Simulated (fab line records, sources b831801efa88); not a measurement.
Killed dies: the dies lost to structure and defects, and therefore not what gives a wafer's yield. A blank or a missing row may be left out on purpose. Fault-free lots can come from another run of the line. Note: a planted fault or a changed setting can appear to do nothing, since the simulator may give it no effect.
fab line records	flow gf180mcu
record: lots: 5	wafers: 15	last-day: 33
route steps=602 shown V5@555 TOP_METAL@567
lots with no fault: from the same line, run without faults
start-h: hours from the record's opening day to when the first of the lot's shown wafers began	wait-h: hours since the lot's step before	" unchanged from the row above	L1.1+2: a single row standing in for several wafers	- no value, or no start was given	* or withheld: withheld	< > ~ a bound
route shown NAME@n: NAME is a module with steps in the file, n the number in the route of the first one	usual: mean/standard deviation taken from wafers without a fault	same: alike in all rows	chamber/n: place in a boat	sites: per-site readings	_std_site: standard deviation of those values	_edge_site: inner sites' mean taken away from outer sites' mean	radius-mm: for every site, how far away it sits from the centre of the wafer	mask NAME#n: copy n	behind: the last tool/chamber to shape the wafer	hold: why the lot was held/for how many hours/how that ended	device: the n, p or np transistor that did not switch	end of line: the tests these same wafers got at the end of their route	a step given without rows: its recipe and nothing more	killed: not the wafer's yield, but the dies lost to structure and defects at the first sort	map: dies across one wafer; x = killed, . = not, _ = none there
set.NAME: the setting that was run; set.NAME@STEP: the one run at that earlier step	model.NAME: the simulator's own value behind a step, which no gauge read
lots at some steps of the route; a table a step, a row a wafer
services: when a tool's chamber went out of use (start-h, in hours from the record's first day, below 0 if earlier), for how many hours, and the reason
== steps ==
step: GF_V5_OVL_MEAS_15
usual: V5_OVL: 0/4.8
lot.wafer	tool	chamber	start-h	wait-h	V5_OVL[nm]
L075.1	overlay-01	-	646.67	0.1	-1
L075.4	"	-	"	"	1
L075.5	"	-	"	"	-5
L082.1	overlay-02	-	696.66	0.1	-11
L082.4	"	-	"	"	-5
L082.5	"	-	"	"	0
L089.1	overlay-01	-	740.81	0.1	-2
L089.3	"	-	"	"	0
L089.5	"	-	"	"	-3
L088.1	overlay-01	-	742.42	0.1	-2
L088.3	"	-	"	"	-3
L088.6	"	-	"	"	6
L092.1	overlay-01	-	763.27	0.1	-2
L092.2	"	-	"	"	-10
L092.4	"	-	"	"	-4
step: GF_V5_ETCH_16
recipe: chemistry: N2/H2	target-depth-a: withheld	overetch-a: withheld	time-s: withheld	target: BARC	ion-energy-ev: 200	source-w: 500	bias-w: 100	pressure-mtorr: 30	n2-flow-sccm: 100	h2-flow-sccm: 200
usual: drypump-motor-current-A: 6.0/0.43	oes-product-au: 0.855/0.005	throttle-valve-pct: 13.225/0.0099
lot.wafer	tool	chamber	start-h	wait-h	drypump-motor-current-A	oes-product-au	throttle-valve-pct
L075.1	rie-diel-02	0	646.71	0.0	6.4	0.852	13.218
L075.4	"	1	"	"	5.5	0.860	13.212
L075.5	"	1	"	"	5.5	0.841	13.226
L082.1	rie-diel-04	3	696.70	0.0	6.5	0.851	13.232
L082.4	"	0	"	"	5.2	0.846	13.234
L082.5	"	1	"	"	6.5	0.855	13.241
L089.1	rie-diel-03	1	740.85	0.0	5.8	0.858	13.219
L089.3	"	3	"	"	5.7	0.855	13.219
L089.5	"	0	"	"	5.6	0.850	13.219
L088.1	rie-diel-04	3	742.46	0.0	6.4	0.857	13.216
L088.3	"	0	"	"	5.2	0.856	13.221
L088.6	"	0	"	"	5.3	0.858	13.224
L092.1	rie-diel-04	2	763.31	0.0	6.0	0.853	13.223
L092.2	"	3	"	"	6.4	0.861	13.241
L092.4	"	0	"	"	5.2	0.856	13.237
step: GF_V5_ETCH_17
recipe: chemistry: C4F8/O2/Ar	mask-material: KrF	target: SiO2	stop-on: TiN	source-w: 1500	bias-w: 1200	pressure-mtorr: 40	c4f8-flow-sccm: withheld	O2_flow_sccm: 6	Ar_flow_sccm: 300	time-s: withheld	target-depth-a: 8550
usual: oes-product-au: 0.868/0.0044
lot.wafer	tool	chamber	start-h	wait-h	oes-product-au
L075.1	rie-diel-02	0	-	-	0.865
L075.4	"	1	"	"	0.871
L075.5	"	1	"	"	0.861
L082.1	rie-diel-04	3	-	-	0.870
L082.4	"	0	"	"	0.866
L082.5	"	1	"	"	0.865
L089.1	rie-diel-03	1	-	-	0.867
L089.3	"	3	"	"	0.871
L089.5	"	0	"	"	0.866
L088.1	rie-diel-04	3	-	-	0.863
L088.3	"	0	"	"	0.874
L088.6	"	0	"	"	0.862
L092.1	rie-diel-04	2	-	-	0.877
L092.2	"	3	"	"	0.872
L092.4	"	0	"	"	0.876
step: GF_V5_STRIP_18
recipe: chemistry: O2/N2	power-w: 1400	pressure-mtorr: 1500	platen-temp-c: 250	o2-flow-sccm: 3000	n2-flow-sccm: 300	overash-fraction: 0.5
usual: drypump-motor-current-A: 5.82/0.23	heater-power-w: 363/35	oes-product-au: 0.569/0.0048	platen-temp-c: 250.00/0.18
lot.wafer	tool	chamber	start-h	wait-h	drypump-motor-current-A	heater-power-w	oes-product-au	platen-temp-c	rf-hours-counter-h
L075.1	plasma-asher-02	1	646.86	-	6.02	423	0.573	249.89	24
L075.4	"	0	"	"	5.96	331	0.566	249.87	-
L075.5	"	1	"	"	6.00	421	0.570	250.01	-
L082.1	plasma-asher-02	1	696.85	-	5.98	438	0.560	249.91	29
L082.4	"	1	"	"	5.96	428	0.568	249.85	-
L082.5	"	0	"	"	5.96	328	0.566	249.98	-
L089.1	plasma-asher-03	1	741.00	-	5.59	355	0.565	250.18	62
L089.3	"	1	"	"	5.58	364	0.560	250.32	-
L089.5	"	0	"	"	5.57	354	0.557	249.88	-
L088.1	plasma-asher-04	0	742.61	-	6.14	368	0.572	249.89	92
L088.3	"	1	"	"	5.56	324	0.572	250.02	-
L088.6	"	0	"	"	6.08	379	0.575	250.01	-
L092.1	plasma-asher-03	0	763.46	-	5.60	343	0.568	249.83	64
L092.2	"	1	"	"	5.62	361	0.571	250.05	64
L092.4	"	1	"	"	5.62	368	0.568	250.14	-
step: GF_V5_STRIP_19
recipe: chemistry: post-etch-residue-remover	time-s: 1200	temp-c: 72.5
usual: bath-heat-duty-pct: 14.9/1.3
lot.wafer	tool	chamber	start-h	wait-h	bath-heat-duty-pct
L075.1	wet-bench-02	0	646.96	0.1	13.4
L075.4	"	0	"	"	14.1
L075.5	"	0	"	"	15.2
L082.1	wet-bench-01	1	696.95	0.1	14.0
L082.4	"	1	"	"	12.3
L082.5	"	1	"	"	13.8
L089.1	wet-bench-02	0	741.10	0.1	14.3
L089.3	"	0	"	"	16.4
L089.5	"	0	"	"	15.8
L088.1	wet-bench-02	0	742.71	0.1	15.7
L088.3	"	0	"	"	14.4
L088.6	"	0	"	"	14.6
L092.1	wet-bench-02	0	763.56	0.1	14.4
L092.2	"	0	"	"	14.9
L092.4	"	0	"	"	15.6
step: GF_V5_CLEAN_20
recipe: chemistry: DIW	dry: n2-spin
lot.wafer	tool	chamber	start-h	wait-h
L075.1+4+5	wet-bench-01	2	647.33	0.0
L082.1+4+5	wet-bench-02	0	697.29	0.0
L089.1+3+5	wet-bench-01	3	741.44	0.0
L088.1+3+6	wet-bench-03	3	743.05	0.0
L092.1+2+4	wet-bench-03	3	763.93	0.0
step: GF_V5_SPUTTER_21
recipe: material: Ti	target-thk-nm: 15	chamber-pressure-pa: 5	power-w: 2500	substrate-temp-c: 200	time-s: 80.02
usual: throttle-valve-pct: 29.5/1.1
lot.wafer	tool	chamber	start-h	wait-h	throttle-valve-pct
L075.1	pvd-sputter-01	-	647.43	0.0	31.6
L075.4	"	-	"	"	30.6
L075.5	"	-	"	"	31.5
L082.1	pvd-sputter-04	-	697.39	0.0	28.9
L082.4	"	-	"	"	28.8
L082.5	"	-	"	"	28.9
L089.1	pvd-sputter-03	-	741.53	0.0	30.1
L089.3	"	-	"	"	28.7
L089.5	"	-	"	"	30.0
L088.1	pvd-sputter-04	-	743.16	0.0	29.0
L088.3	"	-	"	"	29.0
L088.6	"	-	"	"	29.1
L092.1	pvd-sputter-01	-	764.02	0.0	27.9
L092.2	"	-	"	"	31.7
L092.4	"	-	"	"	30.4
step: GF_V5_SPUTTER_22
recipe: material: TiN	target-thk-nm: 10	chamber-pressure-pa: 5	power-w: 4000	time-s: 40
usual: throttle-valve-pct: 29.4/1.1
lot.wafer	tool	chamber	start-h	wait-h	throttle-valve-pct
L075.1	pvd-sputter-01	-	647.49	0.0	31.7
L075.4	"	-	"	"	30.4
L075.5	"	-	"	"	31.5
L082.1	pvd-sputter-04	-	697.45	0.0	28.8
L082.4	"	-	"	"	28.9
L082.5	"	-	"	"	28.9
L089.1	pvd-sputter-03	-	741.59	0.0	29.9
L089.3	"	-	"	"	28.6
L089.5	"	-	"	"	29.9
L088.1	pvd-sputter-04	-	743.22	0.0	28.6
L088.3	"	-	"	"	28.8
L088.6	"	-	"	"	28.9
L092.1	pvd-sputter-01	-	764.08	0.0	28.2
L092.2	"	-	"	"	31.6
L092.4	"	-	"	"	30.5
step: GF_V5_CVD_23
recipe: material: W	target-thk-nm: 350	time-s: 104.9	temp-c: 400	pressure-torr: 40
usual: heater-power-w: 824/85
lot.wafer	tool	chamber	start-h	wait-h	heater-power-w
L075.1	cvd-w-01	0	647.53	0.0	804
L075.4	"	1	"	"	835
L075.5	"	1	"	"	842
L082.1	cvd-w-02	1	697.49	0.0	710
L082.4	"	0	"	"	914
L082.5	"	1	"	"	697
L089.1	cvd-w-02	0	741.63	0.0	914
L089.3	"	1	"	"	719
L089.5	"	1	"	"	701
L088.1	cvd-w-02	1	743.26	0.0	709
L088.3	"	1	"	"	712
L088.6	"	0	"	"	931
L092.1	cvd-w-02	1	764.12	0.0	680
L092.2	"	0	"	"	940
L092.4	"	0	"	"	940
step: GF_V5_RS_MEAS_24
recipe: thk-meas-gauge: four-point-probe	reads: W_of_V5_CVD_23+TiN_of_V5_SPUTTER_22+Ti_of_V5_SPUTTER_21
usual: V5_W_RS: 0.3296/0.0028
lot.wafer	tool	chamber	start-h	wait-h	V5_W_RS[ohm/sq]
L075.1	film-metro-03	-	647.65	0.1	0.3318
L075.4	"	-	"	"	0.3271
L075.5	"	-	"	"	0.3289
L082.1	film-metro-03	-	697.60	0.1	0.3310
L082.4	"	-	"	"	0.3312
L082.5	"	-	"	"	0.3354
L089.1	film-metro-03	-	741.75	0.1	0.3294
L089.3	"	-	"	"	0.3269
L089.5	"	-	"	"	0.3233
L088.1	film-metro-03	-	743.37	0.1	0.3347
L088.3	"	-	"	"	0.3333
L088.6	"	-	"	"	0.3311
L092.1	film-metro-01	-	764.24	0.1	0.3284
L092.2	"	-	"	"	0.3286
L092.4	"	-	"	"	0.3214
step: GF_V5_THK_MEAS_25
recipe: thk-meas-gauge: xrf	reads: W_of_V5_CVD_23
usual: V5_W_THK: 352/3.6
lot.wafer	tool	chamber	start-h	wait-h	V5_W_THK[nm]
L075.1	film-metro-03	-	647.77	0.1	354
L075.4	"	-	"	"	356
L075.5	"	-	"	"	356
L082.1	film-metro-03	-	697.72	0.1	356
L082.4	"	-	"	"	354
L082.5	"	-	"	"	352
L089.1	film-metro-03	-	741.87	0.1	351
L089.3	"	-	"	"	354
L089.5	"	-	"	"	356
L088.1	film-metro-03	-	743.49	0.1	348
L088.3	"	-	"	"	348
L088.6	"	-	"	"	351
L092.1	film-metro-01	-	764.36	0.1	354
L092.2	"	-	"	"	352
L092.4	"	-	"	"	361
step: GF_V5_CMP_26
recipe: stop-on: SiO2	down-force-psi: 3.5	platen-rpm: 60	t-overpolish-s: 15	target-thk-nm: 0	pad-velocity-m-s: 0.94248
usual: head-pressure-psi: 3.500/0.0078	motor-current-A: 11.3/0.48	overpolish-run-s: 15.000/0.0089	time-to-endpoint-s: 82/4.3
lot.wafer	tool	chamber	start-h	wait-h	head-pressure-psi	motor-current-A	overpolish-run-s	time-to-endpoint-s
L075.1	cmp-01	2	647.83	0.1	3.507	11.2	14.990	86
L075.4	"	3	"	"	3.492	10.8	14.988	83
L075.5	"	2	"	"	3.501	11.4	14.996	88
L082.4	cmp-02	0	697.83	0.1	3.509	12.5	14.996	81
L082.1	"	2	"	"	3.500	11.1	15.003	80
L082.5	"	3	"	"	3.512	11.3	15.006	83
L089.1	cmp-02	3	741.93	0.1	3.491	11.4	14.987	85
L089.3	"	0	"	"	3.511	11.8	15.000	83
L089.5	"	0	"	"	3.503	11.0	15.002	85
L088.3	cmp-02	3	743.55	0.0	3.499	10.8	15.010	83
L088.1	"	1	"	"	3.494	11.2	14.997	82
L088.6	"	0	"	"	3.499	12.0	14.990	82
L092.4	cmp-02	2	764.42	0.0	3.490	11.1	15.009	76
L092.2	"	3	"	"	3.500	11.0	15.020	82
L092.1	"	1	"	"	3.496	11.3	15.012	84
step: GF_TOP_METAL_SPUTTER_00
recipe: material: Ti	target-thk-nm: 37.5	arriving-ion-energy-ev: 80	substrate-temp-c: 200	chamber-pressure-pa: 2	power-w: 4000	time-s: 150
usual: throttle-valve-pct: 29.9/1
lot.wafer	tool	chamber	start-h	wait-h	throttle-valve-pct
L075.1	pvd-sputter-02	-	648.13	0.2	28.2
L075.4	"	-	"	"	31.5
L075.5	"	-	"	"	30.9
L082.1	pvd-sputter-02	-	698.08	0.1	28.3
L082.4	"	-	"	"	29.4
L082.5	"	-	"	"	31.4
L089.1	pvd-sputter-03	-	742.23	0.2	29.9
L089.3	"	-	"	"	28.7
L089.5	"	-	"	"	30.1
L088.1	pvd-sputter-03	-	743.85	0.1	29.9
L088.3	"	-	"	"	30.0
L088.6	"	-	"	"	29.7
L092.1	pvd-sputter-03	-	764.72	0.1	28.3
L092.2	"	-	"	"	29.8
L092.4	"	-	"	"	30.1
step: GF_TOP_METAL_SPUTTER_01
recipe: material: TiN	target-thk-nm: 30	power-w: 6500	time-s: 25	chamber-pressure-pa: 0.4
usual: throttle-valve-pct: 29.8/1
lot.wafer	tool	chamber	start-h	wait-h	throttle-valve-pct
L075.1	pvd-sputter-02	-	648.23	0.1	28.4
L075.4	"	-	"	"	31.3
L075.5	"	-	"	"	30.5
L082.1	pvd-sputter-02	-	698.18	0.1	28.4
L082.4	"	-	"	"	29.4
L082.5	"	-	"	"	31.4
L089.1	pvd-sputter-03	-	742.33	0.1	30.0
L089.3	"	-	"	"	28.6
L089.5	"	-	"	"	29.9
L088.1	pvd-sputter-03	-	743.95	0.1	30.0
L088.3	"	-	"	"	30.0
L088.6	"	-	"	"	29.8
L092.1	pvd-sputter-03	-	764.82	0.1	28.7
L092.2	"	-	"	"	29.7
L092.4	"	-	"	"	29.9
step: GF_TOP_METAL_SPUTTER_02
recipe: material: AlCu	target-thk-nm: 900	power-w: 10600	chamber-pressure-pa: 0.3	substrate-temp-c: 250	gas: Ar	time-s: 47.82
usual: throttle-valve-pct: 29.8/1
lot.wafer	tool	chamber	start-h	wait-h	throttle-valve-pct
L075.1	pvd-sputter-02	-	648.26	0.0	28.5
L075.4	"	-	"	"	31.6
L075.5	"	-	"	"	30.5
L082.1	pvd-sputter-02	-	698.21	0.0	28.7
L082.4	"	-	"	"	29.4
L082.5	"	-	"	"	31.4
L089.1	pvd-sputter-03	-	742.36	0.0	30.1
L089.3	"	-	"	"	28.6
L089.5	"	-	"	"	29.9
L088.1	pvd-sputter-03	-	743.98	0.0	29.9
L088.3	"	-	"	"	29.7
L088.6	"	-	"	"	29.7
L092.1	pvd-sputter-03	-	764.85	0.0	28.7
L092.2	"	-	"	"	29.9
L092.4	"	-	"	"	29.7
step: GF_TOP_METAL_SPUTTER_03
recipe: material: Ti	target-thk-nm: 5	substrate-temp-c: 300	chamber-pressure-pa: 0.3	power-w: 3000	time-s: 3.3
usual: throttle-valve-pct: 29.8/1
lot.wafer	tool	chamber	start-h	wait-h	throttle-valve-pct
L075.1	pvd-sputter-02	-	648.30	0.0	28.6
L075.4	"	-	"	"	31.3
L075.5	"	-	"	"	30.7
L082.1	pvd-sputter-02	-	698.25	0.0	28.3
L082.4	"	-	"	"	29.5
L082.5	"	-	"	"	31.5
L089.1	pvd-sputter-03	-	742.40	0.0	29.8
L089.3	"	-	"	"	28.7
L089.5	"	-	"	"	29.8
L088.1	pvd-sputter-03	-	744.03	0.0	29.9
L088.3	"	-	"	"	29.8
L088.6	"	-	"	"	29.9
L092.1	pvd-sputter-03	-	764.89	0.0	28.4
L092.2	"	-	"	"	29.9
L092.4	"	-	"	"	29.9
== services ==
tool	chamber	start-h	hours	kind
rie-diel-04	3	633.20	7.6	repair
cmp-02	-	633.25	5.3	pm
rie-diel-04	0	633.34	11.3	repair
plasma-asher-03	-	633.45	2.0	repair
cvd-w-01	-	643.17	1.0	repair
rie-diel-04	2	655.42	29.9	repair
cmp-01	-	665.76	0.9	repair
cmp-01	-	679.38	0.4	repair
rie-diel-02	1	679.44	3.2	repair
cmp-01	-	681.45	0.5	repair
cmp-02	-	684.63	1.1	repair
wet-bench-03	-	688.48	1.4	repair
pvd-sputter-01	-	690.27	3.1	repair
pvd-sputter-02	-	695.77	1.9	repair
rie-diel-04	-	699.36	1.2	repair
rie-diel-02	1	700.59	8.1	repair
rie-diel-04	-	710.52	0.7	repair
pvd-sputter-01	-	712.98	2.2	repair
pvd-sputter-04	-	716.38	0.7	repair
pvd-sputter-01	-	722.39	36.2	repair
rie-diel-02	-	728.91	2.8	pm
cmp-02	-	732.13	0.8	repair
cmp-02	-	744.00	4.0	pm
rie-diel-03	0	757.91	9.2	repair
== key ==
fault none
